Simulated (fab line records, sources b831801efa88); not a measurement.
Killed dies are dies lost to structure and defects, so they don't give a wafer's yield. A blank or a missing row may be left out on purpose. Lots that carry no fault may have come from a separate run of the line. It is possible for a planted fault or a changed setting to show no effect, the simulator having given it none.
fab line records	flow sky130
record: lots: 13	wafers: 39	lastDay: 54
route steps=708 shown SONOS_TUNNEL@162 SONOS_ONO@183 GATE_OXIDE@203 POLY_GATE@218 PAD_OPEN@708
lots untouched by any fault: they come from a run of this same line in which no faults occurred
startH: the number of hours between the record's first day and the start of the first shown wafer of the lot	waitH: hours from the lot's prior step to this one	" the same as in the row above	L1.1+2: a row that stands for several wafers	- no value, or no start was given	* or withheld: withheld	< > ~ a bound
route shown NAME@n: a module of which the file shows steps, and the number in the route of the first	usual: average and standard deviation across the fault-free wafers	same: alike in all rows	chamber/n: place in a boat	sites: readings site by site	_std_site: standard deviation across them	_edge_site: outer sites' mean less inner sites'	radiusMm: for every site, how far away it sits from the centre of the wafer	mask NAME#n: copy n	behind: tool/chamber where the wafer was last shaped	hold: why the lot was held/for how many hours/how that ended	device: transistor that didn't switch, given as n, p or np	end of line: the tests these same wafers got at the end of their route	step lacking rows: just its recipe	killed: not the wafer's yield, but the dies lost to structure and defects at the first sort	map: per-die view of a wafer (x killed, . not killed, _ where there is no die)
set.NAME: the run value of the setting; set.NAME@STEP: its run value at that earlier step	model.NAME: the simulator's own value behind a step, which no gauge read
steps of the route over a sample of lots; a table a step, a row a wafer
services: the hour from which a tool's chamber was out of use, counted from the record's first day as startH (under 0 if before that day), plus the number of hours and why
== steps ==
step: SKY_SONOS_TUNNEL_OVL_MEAS_08
usual: SONOS_TUNNEL_OVL: 0.3/1.5
lot.wafer	tool	chamber	startH	waitH	SONOS_TUNNEL_OVL[nm]
L871.1	overlay-02	-	248.63	0.1	-0.7
L871.3	"	-	"	"	0.3
L871.4	"	-	"	"	-0.7
L874.1	overlay-01	-	267.10	0.1	0.0
L874.3	"	-	"	"	1.0
L874.4	"	-	"	"	1.7
L875.2	overlay-01	-	278.39	0.1	-0.5
L875.3	"	-	"	"	-1.1
L875.4	"	-	"	"	-3.0
L876.3	overlay-02	-	289.81	0.1	0.9
L876.4	"	-	"	"	0.9
L876.6	"	-	"	"	0.7
L877.1	overlay-01	-	295.65	0.1	-2.0
L877.3	"	-	"	"	-1.4
L877.6	"	-	"	"	-0.2
L879.4	overlay-01	-	314.01	0.1	1.0
L879.5	"	-	"	"	1.3
L879.6	"	-	"	"	0.1
L880.1	overlay-02	-	322.09	0.1	-0.8
L880.2	"	-	"	"	0.2
L880.4	"	-	"	"	0.5
L881.2	overlay-02	-	330.15	0.1	0.7
L881.5	"	-	"	"	-0.1
L881.6	"	-	"	"	-0.5
L882.1	overlay-02	-	333.03	0.1	-0.3
L882.4	"	-	"	"	-1.2
L882.6	"	-	"	"	-0.7
L883.3	overlay-02	-	344.35	0.1	-0.7
L883.4	"	-	"	"	-0.3
L883.6	"	-	"	"	0.0
L884.3	overlay-01	-	356.25	0.1	-2.1
L884.4	"	-	"	"	-0.9
L884.6	"	-	"	"	-1.0
L886.2	overlay-02	-	368.94	0.1	-0.2
L886.3	"	-	"	"	1.1
L886.5	"	-	"	"	1.9
L891.1	overlay-01	-	410.84	0.1	2.4
L891.4	"	-	"	"	4.1
L891.6	"	-	"	"	3.0
step: SKY_SONOS_ONO_ETCH_15
recipe: targetDepthNm: 19.52	chemistry: CHF3/O2	sourceW: 600	biasW: 200	pressureMtorr: 40	chf3FlowSccm: 50	O2_flow_sccm: 5	timeS: 7.8
usual: drypumpMotorCurrentA: 5.6/0.47	oesProductAu: 1.001/0.0099	rfFwdPowerW: 588.5/2.7	throttleValvePct: 8.825/0.0096
lot.wafer	tool	chamber	startH	waitH	drypumpMotorCurrentA	oesProductAu	rfFwdPowerW	rfHoursCounterH	throttleValvePct
L871.1	rieDiel-01	0	279.78	0.0	5.9	0.996	586.4	82	8.828
L871.3	"	1	"	"	5.1	0.999	592.2	59	8.817
L871.4	"	2	"	"	5.6	0.990	587.4	126	8.817
L874.1	rieDiel-04	0	299.68	0.0	5.5	1.005	591.7	108	8.814
L874.3	"	1	"	"	5.9	1.016	587.1	116	8.822
L874.4	"	2	"	"	4.8	1.003	585.7	5	8.844
L875.2	rieDiel-01	3	307.85	0.0	5.5	0.999	589.8	76	8.831
L875.3	"	3	"	"	5.5	1.003	588.7	-	8.827
L875.4	"	0	"	"	5.9	1.005	587.2	-	8.815
L876.3	rieDiel-02	0	322.78	0.0	5.5	1.001	589.2	4	8.822
L876.4	"	3	"	"	6.0	1.007	587.3	-	8.824
L876.6	"	0	"	"	5.4	1.000	585.7	-	8.823
L877.1	rieDiel-04	1	329.22	0.0	5.9	1.018	589.1	117	8.822
L877.3	"	0	"	"	5.5	1.004	591.6	109	8.845
L877.6	"	3	"	"	5.1	1.006	588.8	-	8.825
L879.4	rieDiel-01	0	345.07	0.0	5.9	0.986	584.0	84	8.830
L879.5	"	1	"	"	5.1	0.987	596.1	-	8.820
L879.6	"	0	"	"	5.9	0.984	586.5	-	8.820
L880.1	rieDiel-04	3	355.57	0.0	5.1	1.014	588.5	57	8.827
L880.2	"	1	"	"	5.9	1.008	586.9	117	8.824
L880.4	"	0	"	"	5.5	1.004	591.3	109	8.824
L881.2	rieDiel-01	0	365.75	0.0	5.9	0.999	587.2	84	8.825
L881.5	"	0	"	"	5.9	0.996	584.8	-	8.831
L881.6	"	3	"	"	5.5	1.004	592.3	-	8.824
L882.1	rieDiel-01	3	367.42	0.0	5.5	1.000	588.4	77	8.812
L882.4	"	1	"	"	5.1	0.984	589.3	61	8.809
L882.6	"	0	"	"	5.9	0.982	585.5	-	8.822
L883.3	rieDiel-02	0	376.87	0.0	5.5	1.001	589.4	5	8.832
L883.4	"	3	"	"	6.0	1.004	585.6	6	8.850
L883.6	"	2	"	"	5.9	1.000	592.9	-	8.829
L884.3	rieDiel-04	1	393.73	0.0	5.9	1.009	586.0	118	8.836
L884.4	"	0	"	"	5.5	1.010	589.7	-	8.840
L884.6	"	1	"	"	5.9	0.997	584.7	-	8.825
L886.2	rieDiel-02	2	404.30	0.0	5.9	1.015	590.7	48	8.829
L886.3	"	0	"	"	5.5	1.006	590.0	5	8.820
L886.5	"	1	"	"	6.7	1.025	584.6	-	8.829
L891.1	rieDiel-02	2	447.55	0.0	5.9	1.010	589.1	49	8.823
L891.4	"	1	"	"	6.7	1.020	586.3	4	8.830
L891.6	"	1	"	"	6.7	1.012	585.5	-	8.840
step: SKY_GATE_OXIDE_OXIDATION_16
recipe: tempC: 800	ambient: O2	idleTempC: 700	rampUpCPerMin: 10	rampDownCPerMin: 3	stabiliseS: 600	purgeS: 300	targetThkA: 35.7	oxTimeS: 1915
usual: spikeTcCentreC: 801.2/1
lot.wafer	tool	chamber	startH	waitH	spikeTcCentreC
L871.1	furnace-02	0	310.67	1.6	800.5
L871.3	"	0	"	"	801.3
L871.4	"	0	"	"	803.8
L874.1	furnace-02	0	328.82	0.1	802.5
L874.3	"	0	"	"	801.8
L874.4	"	0	"	"	799.9
L875.2	furnace-01	0	338.03	0.0	801.0
L875.3	"	0	"	"	800.4
L875.4	"	0	"	"	801.1
L876.3	furnace-01	0	353.49	0.0	802.1
L876.4	"	0	"	"	800.6
L876.6	"	0	"	"	800.6
L877.1	furnace-02	0	359.70	0.3	802.4
L877.3	"	0	"	"	799.8
L877.6	"	0	"	"	800.5
L879.4	furnace-02	0	375.90	0.2	801.2
L879.5	"	0	"	"	801.7
L879.6	"	0	"	"	803.0
L880.1	furnace-02	0	388.29	2.0	801.9
L880.2	"	0	"	"	802.8
L880.4	"	0	"	"	800.9
L881.2	furnace-01	0	399.74	1.9	801.5
L881.5	"	0	"	"	801.1
L881.6	"	0	"	"	800.7
L882.1	furnace-01	0	399.74	0.1	801.7
L882.4	"	0	"	"	801.0
L882.6	"	0	"	"	800.2
L884.3	furnace-01	0	426.92	0.0	799.5
L884.4	"	0	"	"	800.6
L884.6	"	0	"	"	802.1
L891.1	furnace-01	0	479.89	0.0	800.8
L891.4	"	0	"	"	801.6
L891.6	"	0	"	"	802.4
L883.3	furnace-01	0	529.67	120.4	801.5
L883.4	"	0	"	"	800.8
L883.6	"	0	"	"	801.8
L886.2	furnace-01	0	557.84	121.4	802.3
L886.3	"	0	"	"	801.5
L886.5	"	0	"	"	801.4
step: SKY_POLY_GATE_THK_MEAS_04
recipe: reads: Si3N4_of_POLY_GATE_CVD_03
usual: POLY_GATE_CVD_03_THK: 75.0/0.96
lot.wafer	tool	chamber	startH	waitH	POLY_GATE_CVD_03_THK[nm]
L871.1	filmMetro-03	-	341.73	0.0	75.2
L871.3	"	-	"	"	75.0
L871.4	"	-	"	"	74.6
L874.1	filmMetro-04	-	360.89	0.0	76.6
L874.3	"	-	"	"	76.5
L874.4	"	-	"	"	76.3
L875.2	filmMetro-03	-	369.90	0.0	76.2
L875.3	"	-	"	"	76.1
L875.4	"	-	"	"	75.3
L876.3	filmMetro-04	-	386.94	0.0	74.9
L876.4	"	-	"	"	74.5
L876.6	"	-	"	"	75.1
L877.1	filmMetro-02	-	392.39	0.0	77.3
L877.3	"	-	"	"	76.7
L877.6	"	-	"	"	76.7
L879.4	filmMetro-04	-	410.21	0.0	74.8
L879.5	"	-	"	"	74.3
L879.6	"	-	"	"	74.5
L880.1	filmMetro-04	-	422.54	0.0	74.2
L880.2	"	-	"	"	74.0
L880.4	"	-	"	"	74.9
L882.1	filmMetro-02	-	434.84	0.0	74.1
L882.4	"	-	"	"	73.5
L882.6	"	-	"	"	73.4
L881.2	filmMetro-03	-	434.85	0.0	75.7
L881.5	"	-	"	"	75.2
L881.6	"	-	"	"	75.5
L884.3	filmMetro-04	-	462.23	0.0	73.8
L884.4	"	-	"	"	74.5
L884.6	"	-	"	"	73.5
L891.1	filmMetro-04	-	514.86	0.0	74.3
L891.4	"	-	"	"	74.6
L891.6	"	-	"	"	74.1
L883.3	filmMetro-04	-	564.66	0.0	73.1
L883.4	"	-	"	"	74.0
L883.6	"	-	"	"	73.8
L886.2	filmMetro-03	-	593.04	0.0	74.5
L886.3	"	-	"	"	74.5
L886.5	"	-	"	"	74.3
step: SKY_PAD_OPEN_PROBE_99
usual: killed_at_M0_to_M3: 44/7.5	killed_at_M4_up: 3.1/1.7	killedAtContacts: 24/6.2	killedAtFrontEnd: 15/4.2	killedAtOther: 0.4/0.58	killedDies: 85/10	killedOpen: 47/7.7	killedShort: 38/6.4
same: grossDies: 492	killedAtBackSide: 0
lot.wafer	tool	chamber	startH	waitH	killed_at_M0_to_M3	killed_at_M4_up	killedAtContacts	killedAtFrontEnd	killedAtOther	killedDies	killedOpen	killedShort
L871.1	prober-01	-	1072.99	0.1	40	3	17	22	0	82	37	44
L871.3	prober-01	-	1073.09	0.2	36	5	21	15	0	77	46	29
L871.4	prober-01	-	1073.14	0.2	39	7	18	18	0	82	46	35
L874.1	prober-02	-	1094.36	0.1	43	4	29	11	0	87	47	40
L874.3	prober-02	-	1094.46	0.2	42	4	26	13	0	85	37	48
L874.4	prober-02	-	1094.51	0.2	44	1	26	17	1	89	43	46
L875.2	prober-01	-	1095.59	0.1	45	2	28	12	1	88	54	34
L875.3	prober-01	-	1095.64	0.2	44	4	26	13	1	88	51	37
L875.4	prober-01	-	1095.69	0.2	49	1	24	22	0	96	55	41
L876.3	prober-02	-	1103.72	0.2	31	5	21	21	2	80	43	37
L876.4	prober-02	-	1103.77	0.2	56	3	32	7	0	98	62	36
L876.6	prober-02	-	1103.87	0.2	49	4	23	13	1	90	50	40
L877.1	prober-01	-	1108.23	0.1	29	5	30	18	0	82	46	36
L877.3	prober-01	-	1108.33	0.2	30	3	20	13	0	66	38	28
L877.6	prober-01	-	1108.48	0.2	26	4	22	23	3	78	43	32
L879.4	prober-02	-	1123.28	0.2	45	1	21	6	1	74	46	28
L879.5	prober-02	-	1123.33	0.2	37	3	27	21	0	88	41	47
L879.6	prober-02	-	1123.38	0.2	37	4	22	10	0	73	35	38
L880.1	prober-02	-	1129.90	0.1	35	5	37	15	0	92	45	47
L880.2	prober-02	-	1129.95	0.1	43	2	25	8	0	78	43	35
L880.4	prober-02	-	1130.05	0.2	49	7	25	11	0	92	53	38
L882.1	prober-01	-	1137.83	0.1	37	0	41	9	0	87	56	31
L882.4	prober-01	-	1137.98	0.2	49	3	29	15	1	97	57	37
L882.6	prober-01	-	1138.08	0.2	38	3	32	15	0	88	57	31
L881.2	prober-02	-	1139.56	0.1	51	4	22	17	1	95	51	43
L881.5	prober-02	-	1139.71	0.2	42	1	26	19	0	88	52	36
L881.6	prober-02	-	1139.76	0.2	33	3	29	13	1	79	48	31
L884.3	prober-02	-	1154.23	0.2	40	1	29	16	1	87	54	32
L884.4	prober-02	-	1154.28	0.2	39	3	18	17	1	78	40	36
L884.6	prober-02	-	1154.38	0.2	49	1	36	11	0	97	56	41
L891.1	prober-01	-	1183.29	0.1	41	3	18	15	0	77	45	32
L891.4	prober-01	-	1183.44	0.2	38	3	19	14	0	74	39	34
L891.6	prober-01	-	1183.54	0.2	44	2	25	16	0	87	46	41
L883.3	prober-01	-	1262.62	0.2	28	7	30	14	1	80	43	36
L883.4	prober-01	-	1262.67	0.2	27	8	18	11	1	65	37	25
L883.6	prober-01	-	1262.77	0.2	41	4	16	19	2	82	41	39
L886.2	prober-02	-	1286.23	0.1	52	5	30	15	1	103	57	46
L886.3	prober-02	-	1286.28	0.2	37	2	19	17	0	75	35	40
L886.5	prober-02	-	1286.38	0.2	56	3	45	14	0	118	66	52
killed by level:class
L871.1 CONTACT:geometricParticle:open=8 VIA2:geometricParticle:open=8 METAL1:geometricParticle:short=7 VIA2:geometricParticle:short=6 VIA3:geometricParticle:open=6 FIELD_ISO:geometricParticle:open=5 FIELD_ISO:geometricParticle:short=5 POLY_GATE:geometricParticle:short=5
L871.3 VIA1:geometricParticle:open=8 VIA2:geometricParticle:open=7 CONTACT:geometricParticle:open=6 VIA3:geometricParticle:open=6 POLY_GATE:geometricParticle:open=5 CONTACT:geometricParticle:short=5 METAL1:geometricParticle:short=5 FIELD_ISO:geometricParticle:short=4
L871.4 VIA1:geometricParticle:open=12 LI_CONTACT:geometricParticle:open=6 VIA2:geometricParticle:open=6 VIA3:geometricParticle:short=6 VIA3:geometricParticle:open=6 METAL4:geometricParticle:short=6 FIELD_ISO:geometricParticle:short=5 CONTACT:geometricParticle:open=4
L874.1 VIA1:geometricParticle:open=10 CONTACT:geometricParticle:open=9 VIA1:geometricParticle:short=8 LI_CONTACT:geometricParticle:open=7 VIA3:geometricParticle:open=7 LOCAL_INTERCONNECT:geometricParticle:short=6 METAL2:geometricParticle:short=5 FIELD_ISO:geometricParticle:open=4
L874.3 METAL1:geometricParticle:short=9 CONTACT:geometricParticle:open=9 VIA3:geometricParticle:open=7 METAL2:geometricParticle:short=6 CONTACT:geometricParticle:short=6 VIA1:geometricParticle:short=5 VIA2:geometricParticle:open=5 FIELD_ISO:geometricParticle:open=4
L874.4 METAL1:geometricParticle:short=11 CONTACT:geometricParticle:open=9 VIA3:geometricParticle:open=9 LI_CONTACT:geometricParticle:open=7 METAL2:geometricParticle:short=7 VIA1:geometricParticle:open=6 FIELD_ISO:geometricParticle:short=5 FIELD_ISO:geometricParticle:open=4
L875.2 VIA1:geometricParticle:open=13 CONTACT:geometricParticle:open=11 VIA3:geometricParticle:open=8 LI_CONTACT:geometricParticle:open=7 METAL1:geometricParticle:short=6 CONTACT:geometricParticle:short=4 METAL2:geometricParticle:short=4 POLY_GATE:geometricParticle:short=3
L875.3 VIA1:geometricParticle:open=15 LI_CONTACT:geometricParticle:open=9 VIA2:geometricParticle:open=6 CONTACT:geometricParticle:short=6 VIA3:geometricParticle:open=6 LOCAL_INTERCONNECT:geometricParticle:short=5 VIA1:geometricParticle:short=4 METAL2:geometricParticle:short=4
L875.4 VIA1:geometricParticle:open=13 CONTACT:geometricParticle:open=10 POLY_GATE:geometricParticle:open=7 METAL2:geometricParticle:short=7 VIA3:geometricParticle:open=6 POLY_GATE:geometricParticle:short=4 LI_CONTACT:geometricParticle:open=4 LOCAL_INTERCONNECT:geometricParticle:short=4
L876.3 VIA1:geometricParticle:open=11 FIELD_ISO:geometricParticle:open=7 CONTACT:geometricParticle:open=7 VIA3:geometricParticle:open=6 FIELD_ISO:geometricParticle:short=5 LOCAL_INTERCONNECT:geometricParticle:short=5 METAL4:geometricParticle:short=5 POLY_GATE:geometricParticle:short=4
L876.4 VIA1:geometricParticle:open=13 CONTACT:geometricParticle:open=13 VIA3:geometricParticle:open=11 LI_CONTACT:geometricParticle:open=8 VIA2:geometricParticle:open=7 VIA2:geometricParticle:short=6 CONTACT:geometricParticle:short=6 VIA3:geometricParticle:short=5
L876.6 VIA1:geometricParticle:open=13 METAL1:geometricParticle:short=10 CONTACT:geometricParticle:open=9 POLY_GATE:geometricParticle:open=5 VIA3:geometricParticle:open=5 FIELD_ISO:geometricParticle:open=4 VIA2:geometricParticle:open=4 LI_CONTACT:geometricParticle:open=4
L877.1 VIA1:geometricParticle:open=13 CONTACT:geometricParticle:open=8 LOCAL_INTERCONNECT:geometricParticle:short=7 FIELD_ISO:geometricParticle:short=6 FIELD_ISO:geometricParticle:open=6 CONTACT:geometricParticle:short=5 METAL4:geometricParticle:short=5 LOCAL_INTERCONNECT:geometricParticle:open=4
L877.3 VIA1:geometricParticle:open=11 CONTACT:geometricParticle:short=7 FIELD_ISO:geometricParticle:open=5 CONTACT:geometricParticle:open=5 METAL1:geometricParticle:short=5 LI_CONTACT:geometricParticle:open=4 VIA3:geometricParticle:open=4 POLY_GATE:geometricParticle:open=3
L877.6 CONTACT:geometricParticle:open=10 VIA2:geometricParticle:open=7 POLY_GATE:geometricParticle:short=6 LI_CONTACT:geometricParticle:open=6 FIELD_ISO:geometricParticle:short=5 POLY_GATE:geometricParticle:open=4 VIA1:geometricParticle:open=4 METAL4:geometricParticle:short=3
L879.4 VIA1:geometricParticle:open=14 LI_CONTACT:geometricParticle:open=6 LOCAL_INTERCONNECT:geometricParticle:short=5 CONTACT:geometricParticle:open=5 VIA3:geometricParticle:short=5 VIA3:geometricParticle:open=5 POLY_GATE:geometricParticle:open=4 VIA2:geometricParticle:open=4
L879.5 CONTACT:geometricParticle:open=10 CONTACT:geometricParticle:short=8 POLY_GATE:geometricParticle:short=7 POLY_GATE:geometricParticle:open=7 VIA1:geometricParticle:open=7 METAL2:geometricParticle:short=7 VIA3:geometricParticle:open=7 VIA1:geometricParticle:short=6
L879.6 CONTACT:geometricParticle:open=9 VIA1:geometricParticle:open=7 METAL2:geometricParticle:short=7 VIA1:geometricParticle:short=6 LI_CONTACT:geometricParticle:open=4 CONTACT:geometricParticle:short=4 VIA3:geometricParticle:open=4 FIELD_ISO:geometricParticle:open=3
L880.1 CONTACT:geometricParticle:open=16 LOCAL_INTERCONNECT:geometricParticle:short=9 METAL1:geometricParticle:short=7 CONTACT:geometricParticle:short=6 VIA1:geometricParticle:open=6 POLY_GATE:geometricParticle:open=5 METAL2:geometricParticle:short=5 VIA3:geometricParticle:open=5
L880.2 CONTACT:geometricParticle:open=13 VIA1:geometricParticle:open=10 VIA1:geometricParticle:short=6 METAL2:geometricParticle:short=6 METAL1:geometricParticle:short=5 LI_CONTACT:geometricParticle:open=4 LOCAL_INTERCONNECT:geometricParticle:short=4 VIA2:geometricParticle:open=4
L880.4 VIA1:geometricParticle:open=23 CONTACT:geometricParticle:open=12 LOCAL_INTERCONNECT:geometricParticle:short=6 POLY_GATE:geometricParticle:short=5 METAL1:geometricParticle:short=5 VIA3:geometricParticle:open=5 METAL4:geometricParticle:short=5 VIA1:geometricParticle:short=4
L882.1 CONTACT:geometricParticle:open=18 VIA1:geometricParticle:open=12 CONTACT:geometricParticle:short=8 LI_CONTACT:geometricParticle:open=8 VIA2:geometricParticle:open=6 LI_CONTACT:geometricParticle:short=5 VIA1:geometricParticle:short=5 FIELD_ISO:geometricParticle:open=3
L882.4 VIA1:geometricParticle:open=18 CONTACT:geometricParticle:open=8 LI_CONTACT:geometricParticle:open=6 CONTACT:geometricParticle:short=6 VIA3:geometricParticle:open=6 METAL1:geometricParticle:short=5 METAL2:geometricParticle:short=5 VIA2:geometricParticle:open=5
L882.6 LI_CONTACT:geometricParticle:open=11 CONTACT:geometricParticle:open=11 VIA2:geometricParticle:open=9 VIA3:geometricParticle:open=9 VIA1:geometricParticle:open=6 FIELD_ISO:geometricParticle:short=5 LI_CONTACT:geometricParticle:short=5 FIELD_ISO:geometricParticle:open=3
L881.2 VIA1:geometricParticle:open=15 VIA3:geometricParticle:open=7 POLY_GATE:geometricParticle:short=7 LI_CONTACT:geometricParticle:open=7 CONTACT:geometricParticle:open=7 VIA1:geometricParticle:short=7 METAL1:geometricParticle:short=7 VIA2:geometricParticle:open=5
L881.5 CONTACT:geometricParticle:open=12 VIA1:geometricParticle:open=9 POLY_GATE:geometricParticle:short=6 LI_CONTACT:geometricParticle:open=6 VIA1:geometricParticle:short=6 VIA2:geometricParticle:open=6 METAL3:geometricParticle:short=5 FIELD_ISO:geometricParticle:open=5
L881.6 CONTACT:geometricParticle:open=12 VIA1:geometricParticle:open=8 LI_CONTACT:geometricParticle:open=5 CONTACT:geometricParticle:short=5 VIA3:geometricParticle:open=5 LOCAL_INTERCONNECT:geometricParticle:short=4 FIELD_ISO:geometricParticle:open=3 POLY_GATE:geometricParticle:short=3
L884.3 CONTACT:geometricParticle:open=14 VIA1:geometricParticle:open=13 VIA3:geometricParticle:open=8 CONTACT:geometricParticle:short=6 METAL2:geometricParticle:short=6 POLY_GATE:geometricParticle:open=5 SPACER:geometricParticle:open=4 LI_CONTACT:geometricParticle:open=4
L884.4 FIELD_ISO:geometricParticle:open=7 METAL1:geometricParticle:short=7 VIA1:geometricParticle:short=7 CONTACT:geometricParticle:open=6 VIA3:geometricParticle:open=6 CONTACT:geometricParticle:short=5 VIA1:geometricParticle:open=5 VIA2:geometricParticle:open=4
L884.6 CONTACT:geometricParticle:open=15 VIA1:geometricParticle:open=14 VIA1:geometricParticle:short=8 LOCAL_INTERCONNECT:geometricParticle:short=7 VIA3:geometricParticle:open=7 CONTACT:geometricParticle:short=5 LI_CONTACT:geometricParticle:short=4 METAL3:geometricParticle:short=4
L891.1 VIA1:geometricParticle:open=8 LI_CONTACT:geometricParticle:open=7 VIA3:geometricParticle:open=7 FIELD_ISO:geometricParticle:short=6 POLY_GATE:geometricParticle:open=4 LOCAL_INTERCONNECT:geometricParticle:short=4 CONTACT:geometricParticle:open=4 VIA2:geometricParticle:open=4
L891.4 VIA1:geometricParticle:open=9 CONTACT:geometricParticle:open=8 LI_CONTACT:geometricParticle:open=5 METAL1:geometricParticle:short=5 VIA1:geometricParticle:short=5 VIA2:geometricParticle:open=5 CONTACT:geometricParticle:short=4 METAL2:geometricParticle:short=4
L891.6 CONTACT:geometricParticle:open=10 VIA1:geometricParticle:open=9 VIA3:geometricParticle:open=7 CONTACT:geometricParticle:short=6 VIA1:geometricParticle:short=6 FIELD_ISO:geometricParticle:short=5 METAL2:geometricParticle:short=5 POLY_GATE:geometricParticle:open=4
L883.3 CONTACT:geometricParticle:open=10 CONTACT:geometricParticle:short=9 LI_CONTACT:geometricParticle:open=7 VIA2:geometricParticle:open=7 METAL4:geometricParticle:short=6 FIELD_ISO:geometricParticle:short=4 FIELD_ISO:geometricParticle:open=4 VIA1:geometricParticle:short=4
L883.4 VIA1:geometricParticle:open=8 CONTACT:geometricParticle:open=6 VIA1:geometricParticle:short=6 LI_CONTACT:geometricParticle:open=5 VIA2:geometricParticle:open=5 METAL4:geometricParticle:short=5 POLY_GATE:geometricParticle:short=4 CONTACT:geometricParticle:short=4
L883.6 METAL1:geometricParticle:short=8 VIA1:geometricParticle:open=8 FIELD_ISO:geometricParticle:short=7 CONTACT:geometricParticle:open=6 VIA2:geometricParticle:open=6 LI_CONTACT:geometricParticle:open=5 METAL2:geometricParticle:short=5 FIELD_ISO:geometricParticle:open=4
L886.2 CONTACT:geometricParticle:open=15 VIA1:geometricParticle:open=11 METAL2:geometricParticle:short=10 VIA3:geometricParticle:open=10 LI_CONTACT:geometricParticle:open=7 METAL1:geometricParticle:short=7 FIELD_ISO:geometricParticle:short=4 POLY_GATE:geometricParticle:open=4
L886.3 METAL2:geometricParticle:short=8 CONTACT:geometricParticle:open=7 VIA1:geometricParticle:open=6 LI_CONTACT:geometricParticle:open=5 VIA3:geometricParticle:open=5 FIELD_ISO:geometricParticle:short=4 POLY_GATE:geometricParticle:short=4 CONTACT:geometricParticle:short=4
L886.5 VIA1:geometricParticle:open=17 LI_CONTACT:geometricParticle:open=16 CONTACT:geometricParticle:short=9 LOCAL_INTERCONNECT:geometricParticle:short=9 VIA3:geometricParticle:short=8 VIA2:geometricParticle:open=7 CONTACT:geometricParticle:open=6 VIA3:geometricParticle:open=6
== services ==
tool	chamber	startH	hours	kind
rieDiel-02	3	258.48	6.8	repair
furnace-01	-	266.25	4.0	pm
rieDiel-02	2	273.86	6.7	repair
furnace-01	-	284.57	3.0	pm
rieDiel-02	-	285.25	0.9	repair
furnace-01	-	290.33	4.2	pm
furnace-02	-	301.80	3.4	pm
rieDiel-01	2	302.92	7.9	repair
rieDiel-01	1	305.07	5.2	repair
rieDiel-01	2	310.80	-	clean
rieDiel-01	2	310.80	17.0	scheduledDown
rieDiel-02	1	316.51	8.9	repair
rieDiel-04	-	318.08	2.8	pm
rieDiel-04	2	339.34	1.6	repair
rieDiel-04	2	356.78	43.3	repair
rieDiel-02	3	365.76	1.8	repair
furnace-01	-	389.57	7.8	repair
furnace-02	-	407.98	2.5	pm
furnace-01	-	433.82	2.8	pm
furnace-01	-	449.71	15.0	pm
rieDiel-04	-	453.11	14.6	pm
rieDiel-01	3	454.19	4.8	repair
rieDiel-04	-	527.17	4.3	pm
rieDiel-01	-	556.66	2.8	pm
== key ==
firstSign: step: SKY_GATE_OXIDE_OXIDATION_16	reading: waitH	direction: changed
effect none on later readings
metAt SKY_GATE_OXIDE_OXIDATION_16
struckLots L883,L886
struckWafers L883.3,L883.4,L883.6,L886.2,L886.3,L886.5
testerLeftOut L883,L886
notActingAt SKY_SONOS_TUNNEL_OVL_MEAS_08,SKY_SONOS_ONO_ETCH_15,SKY_POLY_GATE_THK_MEAS_04
fault: kind: queueTimeViolation	tool: furnace-01,furnace-02	chamber: 0	onsetH: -	steps: SKY_GATE_OXIDE_OXIDATION_16	delayHr: 120	scope: struckLotsOnly
testerLeftOut: of these lots the tester's yield and bins aren't shown, on N5 and GAA mostly nor the transistor test; their killed dies are dies lost to structure and defects alone, not to doping, threshold or leakage, so they don't give the yield
